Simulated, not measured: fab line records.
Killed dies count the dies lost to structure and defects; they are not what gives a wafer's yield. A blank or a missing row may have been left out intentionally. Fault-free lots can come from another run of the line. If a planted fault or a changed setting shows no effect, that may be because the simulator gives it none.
The tool behind it: which one?	flow sky130	11 lots with 32 wafers sampled at 6 steps, on a route of 708 steps

== WHAT THE GAUGES SHOWED, per wafer ==
SKY_LDD_N_TW_MEAS_17.
lot	measured	on	LDD_N_TW
L530	day 18 13:43	film metro-03	2596 2586 2585
L531	day 19 04:41	film metro-02	2633 2617 2624
L532	day 19 05:57	film metro-04	2579 2583 2577
L534	day 19 21:50	film metro-04	2574 2592 2588
L535	day 20 06:18	film metro-02	2612 2633 2630
L537	day 21 02:29	film metro-04	2573 2575 2588
L546	day 24 08:00	film metro-04	2590 2578 2582
L547	day 24 09:24	film metro-02	2620 2618
L549	day 25 02:07	film metro-04	2573 2567 2576
L551	day 25 20:28	film metro-02	2591 2597 2595
L552	day 26 04:22	film metro-04	2590 2612 2591

SKY_SPACER_THK_MEAS_01.
lot	measured	on	SPACER_CVD_00_THK (nm)
L530	day 23 20:40	film metro-04	43.4 43.5 43.0
L531	day 24 10:25	film metro-01	43.2 43.3 43.4
L532	day 24 12:53	film metro-01	42.7 42.9 42.8
L534	day 25 04:16	film metro-02	42.8 43.0 43.0
L535	day 25 11:43	film metro-04	43.3 43.4 43.3
L537	day 26 06:34	film metro-01	43.0 43.0 42.8
L546	day 29 09:01	film metro-01	42.8 43.2 42.7
L547	day 29 11:20	film metro-01	43.5 43.5
L549	day 30 03:09	film metro-01	42.8 43.2 42.7
L551	day 30 20:56	film metro-02	44.0 43.8 43.7
L552	day 31 02:24	film metro-04	43.1 43.3 42.9

SKY_LI_CONTACT_OVL_MEAS_13.
lot	measured	on	LI_CONTACT_OVL (nm)
L530	day 30 04:41	overlay-01	-5 4 1
L531	day 30 15:28	overlay-02	6 3 1
L532	day 30 17:13	overlay-01	-3 -2 3
L534	day 31 09:23	overlay-01	-3 -3 2
L535	day 31 15:11	overlay-01	1 10 0
L537	day 32 09:17	overlay-02	1 4 -5
L546	day 35 06:32	overlay-02	1 -3 -1
L547	day 35 09:32	overlay-02	-5 -10
L549	day 36 03:52	overlay-01	-1 -3 -5
L551	day 36 15:04	overlay-01	-2 2 -6
L552	day 36 20:56	overlay-02	-2 0 -3

SKY_CAPM_RS_MEAS_03: a four-point-probe measurement.
lot	measured	on	CAPM_TIN_RS (ohm/sq)
L530	day 37 13:30	film metro-01	6.94 6.87 6.92
L531	day 37 22:32	film metro-01	6.94 6.91 6.91
L532	day 38 01:35	film metro-01	7.07 7.05 7.04
L534	day 38 16:14	film metro-01	7.02 6.95 7.00
L535	day 38 18:52	film metro-01	6.88 6.97 6.86
L537	day 39 13:10	film metro-04	6.96 6.96 6.93
L546	day 42 03:48	film metro-02	7.08 7.12 5.68
L547	day 42 05:53	film metro-04	6.90 5.59
L549	day 43 00:33	film metro-02	6.92 6.86 6.90
L551	day 43 10:10	film metro-01	6.84 6.85 6.86
L552	day 43 13:53	film metro-01	6.95 6.91 6.88

SKY_CAPM_THK_MEAS_04: measures by xrf.
lot	measured	on	CAPM_TIN_THK (nm)
L530	day 37 13:37	film metro-01	202.2 203.7 202.7
L531	day 37 22:40	film metro-01	201.3 202.5 202.5
L532	day 38 01:42	film metro-01	198.0 198.1 198.8
L534	day 38 16:21	film metro-01	198.9 200.5 199.2
L535	day 38 18:59	film metro-01	203.2 201.3 203.4
L537	day 39 13:17	film metro-04	200.4 199.9 200.8
L546	day 42 03:55	film metro-02	196.7 196.1 244.6
L547	day 42 05:59	film metro-04	202.8 249.9
L549	day 43 00:40	film metro-02	201.0 202.2 202.1
L551	day 43 10:16	film metro-01	204.2 203.7 202.3
L552	day 43 13:58	film metro-01	200.6 202.1 202.9

== TOOL THAT RAN EACH LOT (tool first, then ch and the chambers of the sampled wafers, then the start) ==
lot	SKY_CAPM_SPUTTER_02
L530	pvd sputter-02, day 37 13:22
L531	pvd sputter-01, day 37 22:26
L532	pvd sputter-02, day 38 01:28
L534	pvd sputter-01, day 38 16:07
L535	pvd sputter-02, day 38 18:46
L537	pvd sputter-03, day 39 13:04
L546	pvd sputter-02, day 42 03:41
L547	pvd sputter-02, day 42 05:45
L549	pvd sputter-01, day 43 00:25
L551	pvd sputter-03, day 43 10:02
L552	pvd sputter-03, day 43 13:46
- SKY_CAPM_SPUTTER_02: material TiN, target thk 200 nm, time 166.7 s.

== WHAT THE TOOLS THEMSELVES READ (means of the sampled wafers that have a number; where no wafer has one, the mark that the record gives instead) ==
SKY_CAPM_SPUTTER_02.
lot	tool	throttle valve pct (%)
L530	pvd sputter-02	28.3
L531	pvd sputter-01	30.6
L532	pvd sputter-02	27.9
L534	pvd sputter-01	29.9
L535	pvd sputter-02	29.5
L537	pvd sputter-03	29.7
L546	pvd sputter-02	29.6
L547	pvd sputter-02	30.9
L549	pvd sputter-01	29.7
L551	pvd sputter-03	29.1
L552	pvd sputter-03	29.8

== THE ANSWER, worked out from the rows above alone ==
Rule: the lots themselves supply what counts as usual. The widest of any qualifying gaps counts: lots, ordered by their means at a reading, are off when they make up no more than a third of the lots, leave a main group of 4 or more, and stand apart from it by 3 or more times the standard deviation of that group's means. The tables above print the reading to a certain number of digits; a main group whose means all agree to those digits is not used. A lot without any number at a reading at which 4 lots or more have one is off too. Any other lot the step has rows for is counted as sound. Order of review: gauges by route order, followed by the tools' own readings, for which a lot's mean as printed above is used. The first step at which some lot is off is used, and at that step the reading that is off furthest; a lot without a number counts as furthest.
Off: L546, L547, at SKY_CAPM_RS_MEAS_03 (CAPM_TIN_RS). Mean 6.93 ohm/sq and standard deviation 0.056 in the main group.
A tool fits if, at a process step before that reading, it ran every lot that is off, and no sound lot after the first of them. The gauges at SKY_CAPM_RS_MEAS_03 are tried like those tools. One fits: SKY_CAPM_SPUTTER_02 on pvd sputter-02. A fault onset in the window from L535 (day 38 18:46, its last sound lot) to L546 (day 42 03:41, its first lot off) fits.

== WHAT HAD BEEN PUT IN BY THE SIMULATOR ==
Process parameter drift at SKY_CAPM_SPUTTER_02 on pvd sputter-02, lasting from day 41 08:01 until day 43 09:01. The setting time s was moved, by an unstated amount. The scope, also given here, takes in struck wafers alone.
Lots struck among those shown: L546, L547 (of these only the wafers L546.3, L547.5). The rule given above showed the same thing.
